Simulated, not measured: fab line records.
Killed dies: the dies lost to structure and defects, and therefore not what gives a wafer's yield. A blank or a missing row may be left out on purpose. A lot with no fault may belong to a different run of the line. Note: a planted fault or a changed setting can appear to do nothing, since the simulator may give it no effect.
fab line records    flow sky130
record lots=11  wafers=33  lastDay=50
route steps=708 shown SONOS_ONO@182 POLY_GATE@230 LDD_LDN@296 SPACER@304
lots that met no fault: from a run of the same line without faults
startH: hours from the record's opening day to when the first of the lot's shown wafers began    waitH: time in hours since the lot's previous step    " identical to the entry in the row above    L1.1+2: one row covering several wafers at once    - no value, or no start given    * or withheld: withheld    < > ~ a bound
route shown NAME@n: names a module that has steps shown in the file, with the first one's number in the route    usual: the fault-free wafers' mean and standard deviation    same: alike in all rows    chamber/n: place in a boat    sites: readings site by site    _std_site: standard deviation of those values    _edge_site: inner sites' mean taken away from outer sites' mean    radiusMm: how far each site lies from the wafer's centre    mask NAME#n: copy n    behind: the most recent tool/chamber to have shaped the wafer    hold: why the lot went on hold/how many hours it stayed there/how the hold came to an end    device: the transistor (n, p or np) that didn't switch    end of line: the route-end tests of the same wafers    where a step has no rows: the recipe by itself    killed: count of dies lost to structure and defects at first sort (not the wafer's yield)    map: dies across one wafer; x = killed, . = not, _ = none there
set.NAME: setting as actually run; set.NAME@STEP: the setting as run at that earlier step    model.NAME: the simulator's own value behind a step, which no gauge read
one table for each step of the route and one row for each wafer, over a sample of lots
services: from which hour (startH, from the record's first day; less than 0 if before it) a tool's chamber was out of use, for how many hours, and why
## steps
# step SKY_SONOS_ONO_OVL_MEAS_14
# usual SONOS_ONO_OVL=0.1/1.3
lot.wafer  tool        chamber  startH  waitH  SONOS_ONO_OVL[nm]
L282.2     overlay-01  -        281.16  0.1    1.4
L282.3     "           -        "       "      0.1
L282.6     "           -        "       "      0.7
L286.3     overlay-01  -        312.31  0.1    -0.8
L286.4     "           -        "       "      0.6
L286.5     "           -        "       "      -0.8
L288.2     overlay-02  -        330.01  0.1    -1.5
L288.3     "           -        "       "      0.4
L288.4     "           -        "       "      -1.7
L289.2     overlay-01  -        331.46  0.1    0.1
L289.3     "           -        "       "      0.5
L289.6     "           -        "       "      0.9
L293.2     overlay-01  -        366.36  0.1    2.7
L293.3     "           -        "       "      1.8
L293.4     "           -        "       "      0.5
L294.3     overlay-02  -        375.33  0.1    0.7
L294.5     "           -        "       "      -2.9
L294.6     "           -        "       "      -1.3
L295.1     overlay-02  -        385.07  0.1    -2.0
L295.4     "           -        "       "      -1.3
L295.6     "           -        "       "      -1.9
L299.2     overlay-01  -        419.66  0.1    -1.9
L299.4     "           -        "       "      0.0
L299.6     "           -        "       "      -0.6
L303.1     overlay-01  -        456.45  0.1    -1.1
L303.4     "           -        "       "      1.0
L303.5     "           -        "       "      0.5
L304.1     overlay-02  -        458.96  0.1    0.9
L304.3     "           -        "       "      -0.9
L304.4     "           -        "       "      1.5
L305.2     overlay-01  -        462.77  0.1    -0.9
L305.4     "           -        "       "      0.2
L305.5     "           -        "       "      0.5
# step SKY_POLY_GATE_ETCH_16
# recipe stopOn=poly-Si  chemistry=CH3F/O2  target=Si3N4  sourceW=400  biasW=80  pressureMtorr=25  ch3fFlowSccm=40  O2_flow_sccm=30  timeS=147.5  targetDepthA=750
# usual chamberPressureMTorr=24.999/0.021  drypumpMotorCurrentA=5.9/0.33  oesProductAu=0.638/0.0048  throttleValvePct=10.535/0.0096
lot.wafer  tool        chamber  startH  waitH  chamberPressureMTorr  drypumpMotorCurrentA  oesProductAu  rfHoursCounterH  throttleValvePct
L282.2     rieDiel-02  0        373.12  0.0    24.949                5.7                   0.641         22               10.530
L282.3     "           3        "       "      25.018                5.9                   0.642         1                10.552
L282.6     "           2        "       "      25.003                6.0                   0.635         -                10.536
L286.3     rieDiel-01  2        406.52  0.0    24.996                6.0                   0.648         50               10.541
L286.4     "           1        "       "      25.024                5.5                   0.650         75               10.524
L286.5     "           2        "       "      25.001                6.0                   0.636         -                10.539
L289.2     rieDiel-03  0        423.57  0.0    24.985                6.4                   0.628         11               10.544
L289.3     "           2        "       "      24.979                5.9                   0.631         102              10.527
L289.6     "           2        "       "      25.009                5.9                   0.645         -                10.542
L288.2     rieDiel-01  1        424.62  0.0    25.007                5.4                   0.635         76               10.539
L288.3     "           0        "       "      24.965                5.7                   0.633         17               10.536
L288.4     "           3        "       "      24.996                6.5                   0.633         28               10.536
L293.2     rieDiel-01  1        463.72  0.0    25.001                5.5                   0.635         76               10.534
L293.3     "           0        "       "      24.989                5.7                   0.637         18               10.529
L293.4     "           3        "       "      25.000                6.4                   0.639         -                10.533
L294.3     rieDiel-01  1        474.43  0.0    25.004                5.5                   0.640         77               10.551
L294.5     "           2        "       "      24.986                6.0                   0.639         -                10.535
L294.6     "           3        "       "      24.976                6.5                   0.638         -                10.535
L295.1     rieDiel-01  0        484.52  0.0    24.999                5.7                   0.644         18               10.545
L295.4     "           3        "       "      25.028                6.5                   0.643         30               10.525
L295.6     "           1        "       "      25.012                5.4                   0.650         -                10.542
L299.2     rieDiel-03  2        519.71  0.0    25.002                5.9                   0.636         1                10.551
L299.4     "           0        "       "      25.031                6.4                   0.627         13               10.528
L299.6     "           0        "       "      24.993                6.4                   0.632         -                10.548
L303.1     rieDiel-03  2        555.07  0.0    25.028                5.9                   0.640         2                10.521
L303.4     "           3        "       "      24.981                6.2                   0.637         1                10.554
L303.5     "           2        "       "      25.022                5.9                   0.637         -                10.531
L304.1     rieDiel-01  3        557.58  0.0    25.003                6.5                   0.646         31               10.538
L304.3     "           2        "       "      25.005                6.0                   0.648         53               10.538
L304.4     "           1        "       "      25.000                5.4                   0.637         78               10.539
L305.2     rieDiel-03  3        562.72  0.0    25.005                6.2                   0.638         1                10.555
L305.4     "           1        "       "      25.012                5.6                   0.630         4                10.550
L305.5     "           3        "       "      25.009                6.2                   0.636         -                10.519
# step SKY_LDD_LDN_OVL_MEAS_07
# usual LDD_LDN_OVL=1.0/1.2
lot.wafer  tool        chamber  startH  waitH  LDD_LDN_OVL[nm]
L282.2     overlay-01  -        527.40  0.1    -0.6
L282.3     "           -        "       "      1.4
L282.6     "           -        "       "      1.8
L286.3     overlay-02  -        563.39  0.1    1.8
L286.4     "           -        "       "      0.6
L286.5     "           -        "       "      1.7
L289.2     overlay-02  -        580.08  0.1    -0.4
L289.3     "           -        "       "      2.5
L289.6     "           -        "       "      3.3
L288.2     overlay-01  -        581.90  0.1    -1.0
L288.3     "           -        "       "      -2.0
L288.4     "           -        "       "      -0.3
L293.2     overlay-01  -        620.39  0.1    1.5
L293.3     "           -        "       "      3.6
L293.4     "           -        "       "      3.7
L294.3     overlay-01  -        627.70  0.1    1.6
L294.5     "           -        "       "      1.6
L294.6     "           -        "       "      1.1
L295.1     overlay-01  -        636.60  0.1    1.0
L295.4     "           -        "       "      1.2
L295.6     "           -        "       "      2.5
L299.2     overlay-02  -        670.43  0.1    1.8
L299.4     "           -        "       "      1.8
L299.6     "           -        "       "      1.9
L303.1     overlay-02  -        702.04  0.1    2.6
L303.4     "           -        "       "      1.5
L303.5     "           -        "       "      1.4
L304.1     overlay-02  -        704.53  0.1    0.8
L304.3     "           -        "       "      1.0
L304.4     "           -        "       "      0.4
L305.2     overlay-02  -        709.75  0.1    1.1
L305.4     "           -        "       "      0.8
L305.5     "           -        "       "      1.9
# step SKY_SPACER_CVD_00
# recipe material=Si3N4  precursor=DCS/NH3  targetThkNm=43.1  tempC=770  timeS=740  pressureMtorr=250
# usual spikeTcCentreC=770.9/1.4  spikeTcTopC=786/4.2  zonePowerBottomPct=18.5/0.41  zonePowerCentrePct=14.0/0.63  zonePowerUpperPct=12.6/0.58
lot.wafer  tool      chamber  startH  waitH  spikeTcCentreC  spikeTcTopC  zonePowerBottomPct  zonePowerCentrePct  zonePowerUpperPct
L282.2     lpcvd-02  0        528.29  0.0    769.1           782          19.1                13.2                11.9
L282.3     "         0        "       "      769.9           780          18.7                13.1                11.9
L282.6     "         0        "       "      769.0           780          19.0                12.9                11.9
L286.3     lpcvd-02  0        564.22  0.0    769.4           779          18.9                13.1                11.9
L286.4     "         0        "       "      769.4           781          19.3                13.5                11.8
L286.5     "         0        "       "      767.9           782          18.8                13.4                12.1
L289.2     lpcvd-02  1        580.92  0.0    774.2           789          18.2                14.3                12.8
L289.3     "         1        "       "      771.5           790          18.0                14.8                13.1
L289.6     "         1        "       "      771.7           789          18.3                14.5                13.2
L288.2     lpcvd-02  1        584.77  2.0    771.3           790          18.3                14.6                13.2
L288.3     "         1        "       "      772.4           790          18.5                14.6                13.0
L288.4     "         1        "       "      773.5           789          17.9                14.4                12.9
L293.2     lpcvd-02  0        621.87  0.6    768.8           781          19.2                13.3                11.9
L293.3     "         0        "       "      771.0           781          18.6                13.4                11.8
L293.4     "         0        "       "      770.6           782          19.0                13.4                12.0
L294.3     lpcvd-02  1        631.42  2.9    771.9           790          18.3                14.5                13.0
L294.5     "         1        "       "      771.5           789          18.2                14.3                13.1
L294.6     "         1        "       "      770.9           790          18.5                14.5                13.3
L295.1     lpcvd-02  1        637.44  0.0    772.4           790          18.6                14.6                13.0
L295.4     "         1        "       "      772.9           790          18.3                14.6                13.0
L295.6     "         1        "       "      769.8           787          18.1                14.6                13.0
L299.2     lpcvd-02  1        674.74  3.5    771.6           788          17.8                14.8                13.1
L299.4     "         1        "       "      771.2           789          18.1                14.6                12.9
L299.6     "         1        "       "      770.7           791          18.4                14.7                13.2
L303.1     lpcvd-02  1        703.76  0.9    787.9           789          18.4                17.9                11.5
L303.4     "         1        "       "      782.9           791          18.2                18.0                11.3
L303.5     "         1        "       "      784.6           790          18.1                18.3                11.4
L304.1     lpcvd-02  1        705.38  0.0    785.4           789          18.3                18.1                11.4
L304.3     "         1        "       "      782.0           790          18.2                18.1                11.3
L304.4     "         1        "       "      783.0           788          18.2                18.2                11.4
L305.2     lpcvd-02  0        710.60  0.0    780.8           783          19.1                16.4                10.5
L305.4     "         0        "       "      782.5           782          19.0                16.6                10.4
L305.5     "         0        "       "      781.4           783          18.7                16.6                10.4
# step SKY_SPACER_THK_MEAS_01
# recipe reads=Si3N4_of_SPACER_CVD_00
# usual SPACER_CVD_00_THK=42.8/0.35
lot.wafer  tool          chamber  startH  waitH  SPACER_CVD_00_THK[nm]
L282.2     filmMetro-04  -        529.51  0.0    42.3
L282.3     "             -        "       "      42.6
L282.6     "             -        "       "      42.6
L286.3     filmMetro-03  -        565.45  0.0    42.7
L286.4     "             -        "       "      42.8
L286.5     "             -        "       "      42.5
L289.2     filmMetro-03  -        582.74  0.0    41.9
L289.3     "             -        "       "      42.0
L289.6     "             -        "       "      42.2
L288.2     filmMetro-03  -        586.59  0.0    42.7
L288.3     "             -        "       "      42.9
L288.4     "             -        "       "      42.9
L293.2     filmMetro-01  -        623.69  0.0    43.0
L293.3     "             -        "       "      42.3
L293.4     "             -        "       "      42.8
L294.3     filmMetro-01  -        633.25  0.0    43.0
L294.5     "             -        "       "      42.8
L294.6     "             -        "       "      43.4
L295.1     filmMetro-04  -        639.25  0.0    43.1
L295.4     "             -        "       "      42.9
L295.6     "             -        "       "      43.0
L299.2     filmMetro-01  -        675.96  0.0    42.5
L299.4     "             -        "       "      42.8
L299.6     "             -        "       "      42.2
L303.1     filmMetro-01  -        704.97  0.0    46.4
L303.4     "             -        "       "      44.8
L303.5     "             -        "       "      44.2
L304.1     filmMetro-01  -        706.59  0.0    46.9
L304.3     "             -        "       "      47.4
L304.4     "             -        "       "      47.7
L305.2     filmMetro-04  -        711.81  0.0    45.5
L305.4     "             -        "       "      44.2
L305.5     "             -        "       "      44.0
# step SKY_SPACER_ETCHBACK_02
# recipe chemistry=CH3F/O2  target=Si3N4  stopOn=SiO2  sourceW=400  biasW=80  pressureMtorr=25  ch3fFlowSccm=40  O2_flow_sccm=30  timeS=46.7  targetDepthA=450
# usual chamberPressureMTorr=24.999/0.024  drypumpMotorCurrentA=5.9/0.31  oesProductAu=0.852/0.006  throttleValvePct=10.563/0.0092
lot.wafer  tool        chamber  startH  waitH  chamberPressureMTorr  drypumpMotorCurrentA  oesProductAu  rfHoursCounterH  throttleValvePct
L282.2     rieDiel-04  2        529.56  0.0    24.982                5.7                   0.853         34               10.577
L282.3     "           0        "       "      25.006                5.7                   0.850         34               10.562
L282.6     "           1        "       "      24.985                6.2                   0.851         -                10.549
L286.3     rieDiel-01  3        565.49  0.0    24.987                6.5                   0.852         31               10.546
L286.4     "           0        "       "      24.984                5.7                   0.852         20               10.587
L286.5     "           2        "       "      25.008                6.0                   0.848         -                10.551
L289.2     rieDiel-04  0        582.79  0.0    24.982                5.7                   0.841         35               10.572
L289.3     "           1        "       "      25.001                6.2                   0.841         2                10.560
L289.6     "           0        "       "      25.020                5.7                   0.846         -                10.564
L288.2     rieDiel-01  2        586.64  0.0    24.991                6.0                   0.855         53               10.564
L288.3     "           3        "       "      24.934                6.5                   0.845         32               10.555
L288.4     "           0        "       "      25.003                5.7                   0.854         -                10.563
L293.2     rieDiel-04  2        623.74  0.0    24.988                5.7                   0.858         36               10.560
L293.3     "           0        "       "      24.998                5.7                   0.851         36               10.544
L293.4     "           1        "       "      24.947                6.2                   0.851         3                10.549
L294.3     rieDiel-01  1        633.29  0.0    25.007                5.4                   0.855         1                10.561
L294.5     "           2        "       "      25.026                6.0                   0.854         -                10.564
L294.6     "           3        "       "      24.985                6.5                   0.863         -                10.567
L295.1     rieDiel-03  3        639.31  0.1    25.025                6.2                   0.852         2                10.567
L295.4     "           1        "       "      24.973                5.6                   0.855         6                10.553
L295.6     "           1        "       "      25.019                5.6                   0.855         -                10.566
L299.2     rieDiel-03  3        676.01  0.0    24.984                6.2                   0.853         3                10.566
L299.4     "           1        "       "      24.979                5.6                   0.848         7                10.562
L299.6     "           1        "       "      25.008                5.6                   0.843         -                10.568
L303.1     rieDiel-03  3        705.03  0.1    25.023                6.2                   0.885         4                10.579
L303.4     "           1        "       "      24.993                5.6                   0.874         8                10.552
L303.5     "           3        "       "      25.011                6.1                   0.864         -                10.569
L304.1     rieDiel-03  3        706.65  0.1    24.999                6.2                   0.893         4                10.569
L304.3     "           2        "       "      25.013                5.9                   0.898         6                10.560
L304.4     "           0        "       "      24.986                6.4                   0.906         17               10.571
L305.2     rieDiel-04  3        711.86  0.0    24.992                5.9                   0.883         6                10.560
L305.4     "           3        "       "      24.993                5.9                   0.864         -                10.590
L305.5     "           2        "       "      25.020                5.7                   0.865         -                10.578
## services
tool        chamber  startH  hours  kind
rieDiel-01  -        362.23  15.6   pm
rieDiel-01  -        377.83  2.8    pm
rieDiel-01  0        378.02  2.6    repair
rieDiel-04  2        400.76  16.3   repair
rieDiel-02  -        402.36  2.8    pm
rieDiel-02  1        406.25  1.2    repair
rieDiel-01  3        408.59  1.6    repair
rieDiel-04  -        431.83  0.3    repair
rieDiel-01  2        450.80  17.4   repair
rieDiel-04  3        455.17  4.9    repair
rieDiel-01  2        492.04  3.7    repair
rieDiel-01  1        550.65  5.4    repair
rieDiel-03  3        576.83  27.3   repair
rieDiel-03  0        594.81  1.2    repair
lpcvd-02    -        597.34  1.2    repair
rieDiel-04  -        636.75  0.2    repair
rieDiel-04  -        637.61  14.6   pm
rieDiel-03  0        646.23  27.3   repair
rieDiel-01  2        662.78  4.0    repair
lpcvd-02    -        668.74  6.0    pm
rieDiel-01  -        685.02  37.6   repair
rieDiel-04  1        704.55  23.6   repair
rieDiel-04  0        706.85  10.2   repair
rieDiel-01  3        708.05  5.1    repair
## key
firstSign step=SKY_SPACER_CVD_00  reading=spikeTcCentreC  direction=up  sigmas=8.7  usual=770.9  struck=783.4
effect step=SKY_SPACER_CVD_00  reading=zonePowerCentrePct  direction=up  sigmas=5.6  usual=14.0  struck=17.6
effect step=SKY_SPACER_THK_MEAS_01  reading=SPACER_CVD_00_THK  direction=up  sigmas=8.1  usual=42.8  struck=45.7
effect step=SKY_SPACER_ETCHBACK_02  reading=oesProductAu  direction=up  sigmas=5  usual=0.852  struck=0.881  wafersMoved=7
metAt SKY_SPACER_CVD_00
struckLots L303,L304,L305
testerLeftOut L303,L304,L305
notActingAt SKY_SONOS_ONO_OVL_MEAS_14,SKY_POLY_GATE_ETCH_16,SKY_LDD_LDN_OVL_MEAS_07
fault kind=processParameterDrift  tool=lpcvd-02  chamber=-  onsetH=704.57  steps=SKY_SPACER_CVD_00  channel=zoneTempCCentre  offset=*  shape=step  endH=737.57
# testerLeftOut: of these lots the tester's yield and bins aren't shown, on N5 and GAA mostly nor the transistor test; their killed dies are dies lost to structure and defects alone, not to doping, threshold or leakage, so they don't give the yield
